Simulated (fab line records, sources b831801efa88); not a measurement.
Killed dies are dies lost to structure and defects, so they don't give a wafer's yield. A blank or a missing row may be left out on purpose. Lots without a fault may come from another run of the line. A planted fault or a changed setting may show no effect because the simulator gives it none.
fab line records | flow gf180mcu
record lots=6 wafers=18 last_day=35
route steps=602 shown STI@25 DNWELL@32
lots that met no fault: from a run of the same line without faults
start_h: hours from the record's first day to the start of the lot's first wafer shown | wait_h: hours since the lot's step before | " the same as in the row above | L1.1+2: a row that stands for several wafers | - no value, or no start given | * or withheld: withheld | < > ~ a bound
route shown NAME@n: a module of which the file shows steps, and the number in the route of the first | usual: mean/standard deviation of fault-free wafers | same: alike in all rows | chamber/n: place in a boat | sites: the reading at each site | _std_site: their standard deviation | _edge_site: outer sites' mean less inner sites' | radius_mm: how far each site lies from the wafer's centre | mask NAME#n: copy n | behind: the tool/chamber that last shaped the wafer | hold: why the lot was held/for how many hours/how that ended | device: the transistor (n, p or np) that didn't switch | end of line: the same wafers' tests at the end of the route | a step without rows: its recipe alone | killed: dies lost to structure and defects at the first sort, not the wafer's yield | map: a wafer's dies, x killed, . not, _ none there
set.NAME: the setting as run; set.NAME@STEP: as run at that earlier step | model.NAME: the simulator's own value behind a step, which no gauge read
lots at some steps of the route; a table a step, a row a wafer
services: from which hour (start_h, from the record's first day; less than 0 if before it) a tool's chamber was out of use, for how many hours, and why
## steps
# step GF_STI_THK_MEAS_24
# recipe reads=SiO2_of_STI_CVD_23
# usual STI_CVD_23_THK=648/5.9
# columns lot.wafer tool chamber start_h wait_h STI_CVD_23_THK[nm]
L817.3 film_metro-03 - 48.16 0.1 638
L817.5 " - " " 638
L817.6 " - " " 641
L821.1 film_metro-03 - 68.44 0.0 648
L821.2 " - " " 643
L821.6 " - " " 642
L822.1 film_metro-04 - 74.34 0.0 648
L822.2 " - " " 643
L822.5 " - " " 647
L827.1 film_metro-03 - 98.20 0.0 654
L827.2 " - " " 658
L827.4 " - " " 663
L832.3 film_metro-01 - 128.95 0.1 657
L832.4 " - " " 652
L832.6 " - " " 660
L836.1 film_metro-01 - 148.22 0.0 637
L836.2 " - " " 648
L836.4 " - " " 648
# step GF_STI_CMP_25
# recipe stop_on=Si3N4 t_overpolish_s=33 down_force_psi=4 platen_rpm=60 target_thk_nm=524.6 pad_velocity_m_s=0.94248
# usual motor_current_A=12.1/1.4 overpolish_run_s=33.001/0.0091 platen_rpm=60.00/0.043 slurry_filter_dp_kPa=13.53/0.13 time_to_endpoint_s=121/3.9
# columns lot.wafer tool chamber start_h wait_h motor_current_A overpolish_run_s platen_rpm slurry_filter_dp_kPa time_to_endpoint_s
L817.3 cmp-01 3 48.25 0.1 13.1 32.988 59.98 13.48 122
L817.5 " 2 " " 11.0 32.992 60.06 13.56 116
L817.6 " 3 " " 13.6 32.978 59.98 13.51 122
L821.1 cmp-01 2 70.10 1.7 11.8 33.018 59.98 13.33 117
L821.2 " 1 " " 12.7 32.988 59.98 13.71 116
L821.6 " 2 " " 11.7 33.002 60.01 13.53 113
L822.1 cmp-01 2 74.97 0.6 12.3 33.004 60.00 13.44 117
L822.2 " 0 " " 11.9 33.008 59.95 13.63 121
L822.5 " 2 " " 11.8 33.011 60.02 13.56 117
L827.2 cmp-02 1 98.31 0.1 12.8 33.008 59.99 13.44 120
L827.4 " 2 " " 12.6 33.006 59.95 13.38 128
L827.1 " 3 " " 10.2 33.017 60.01 13.65 121
L832.4 cmp-01 1 129.09 0.1 13.1 33.013 59.96 13.40 125
L832.3 " 2 " " 12.1 32.993 60.01 13.59 121
L832.6 " 3 " " 13.4 32.993 60.04 13.64 127
L836.2 cmp-02 0 148.33 0.1 8.4 33.006 60.05 13.51 124
L836.1 " 1 " " 12.8 32.989 60.00 13.55 119
L836.4 " 2 " " 13.0 33.004 59.98 13.41 122
# step GF_STI_WET_ETCH_26
# recipe chemistry=dHF target_depth_nm=94 target=SiO2 temp_c=25 dilution=10:1 time_s=188
# step GF_STI_WET_ETCH_27
# recipe chemistry=H3PO4 target_depth_nm=160 target=Si3N4 temp_c=160 time_s=1825
# step GF_STI_WET_ETCH_28
# recipe chemistry=dHF target_depth_nm=20 dry=ipa_marangoni target=SiO2 temp_c=25 dilution=10:1 time_s=40
# step GF_STI_OXIDATION_29
# recipe temp_c=900 ambient=O2 stabilise_s=600 purge_s=300 target_thk_a=100 ox_time_s=1418
# step GF_STI_THK_MEAS_30
# recipe reads=SiO2_of_STI_OXIDATION_29
# usual STI_OXIDATION_02_THK=10.05/0.15
# columns lot.wafer tool chamber start_h wait_h STI_OXIDATION_02_THK[nm]
L817.3 film_metro-04 - 50.51 0.0 10.28
L817.5 " - " " 10.01
L817.6 " - " " 10.02
L821.1 film_metro-04 - 73.08 0.0 10.01
L821.2 " - " " 9.97
L821.6 " - " " 9.95
L822.1 film_metro-04 - 77.27 0.0 9.88
L822.2 " - " " 10.00
L822.5 " - " " 9.96
L827.1 film_metro-01 - 100.55 0.0 10.23
L827.2 " - " " 10.21
L827.4 " - " " 10.19
L832.3 film_metro-01 - 132.42 0.0 9.91
L832.4 " - " " 9.78
L832.6 " - " " 9.91
L836.1 film_metro-01 - 151.03 0.0 10.20
L836.2 " - " " 10.09
L836.4 " - " " 10.00
# step GF_DNWELL_DEHYDRATE_00
# recipe temp_c=200 time_s=60
# step GF_DNWELL_HMDS_01
# recipe prime_time_s=60 prime_temp_c=120
# step GF_DNWELL_COAT_02
# recipe spin_rpm=2000 resist_thk_nm=3000
# step GF_DNWELL_SOFTBAKE_03
# recipe temp_c=110 time_s=withheld
# step GF_DNWELL_EXPOSE_04
# recipe mask_id=DNWELL target_cd_nm=1700 na=0.6 source_shape=conventional sigma_outer=0.6 dose_mj=260
# step GF_DNWELL_PEB_05
# recipe temp_c=115 time_s=withheld
# usual chill_plate_temp_C=23.01/0.1 exhaust_pa=44.9/0.9
# columns lot.wafer tool chamber start_h wait_h chill_plate_temp_C exhaust_pa
L817.3 litho_track-01 0 63 - 22.91 45.8
L817.5 " 0 " " 23.02 45.0
L817.6 " 0 " " 22.91 45.6
L821.1 litho_track-03 - 86 - - -
L821.2 " - " " - -
L821.6 " - " " - -
L822.1 litho_track-01 - 91 - - -
L822.2 " - " " - -
L822.5 " - " " - -
L827.1 litho_track-01 0 114 - 22.81 44.8
L827.2 " 0 " " 22.78 42.8
L827.4 " 0 " " 22.91 45.8
L832.3 litho_track-04 0 146 - 22.87 44.3
L832.4 " 0 " " 23.12 43.7
L832.6 " 0 147 - 23.14 44.4
L836.1 litho_track-04 0 166 - 22.91 45.9
L836.2 " 0 " " 23.09 44.8
L836.4 " 0 " " 23.00 43.9
# step GF_DNWELL_DEVELOP_06
# recipe wall_angle_deg=90 develop_time_s=60 dev_temp_c=23
## services
# columns tool chamber start_h hours kind
litho_track-01 - 33.86 - consumable_replace:filter
cmp-02 - 35.79 48.2 repair
cmp-01 - 64.00 4.0 pm
cmp-01 - 68.00 - consumable_replace:conditioner
cmp-01 - 68.00 - consumable_replace:pad
cmp-01 - 84.98 1.1 repair
cmp-01 - 113.24 0.2 repair
cmp-02 - 118.72 4.8 pm
cmp-01 - 138.49 2.6 repair
cmp-02 - 143.27 0.3 repair
cmp-02 - 149.81 0.8 repair
## key
first_sign step=GF_DNWELL_PEB_05 reading=tool_record direction=missing
effect none on later readings
met_at GF_DNWELL_PEB_05
struck_wafers L821.1,L821.2,L821.6,L822.1,L822.2,L822.5
sort_left_out L821.1,L821.2,L821.6,L822.1,L822.2,L822.5
tester_left_out L821,L822
onset_between 63 86
fault kind=skipped_step_whole tool=litho_track-01,litho_track-03 chamber=- onset_h=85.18 steps=GF_DNWELL_PEB_05 scope=struck_lots_only
# tester_left_out: of these lots the tester's yield and bins aren't shown, on N5 and GAA mostly nor the transistor test; their killed dies are dies lost to structure and defects alone, not to doping, threshold or leakage, so they don't give the yield
# sort_left_out: the simulated sort isn't trusted on such a fault, so these wafers' sort isn't shown, and their yield isn't known
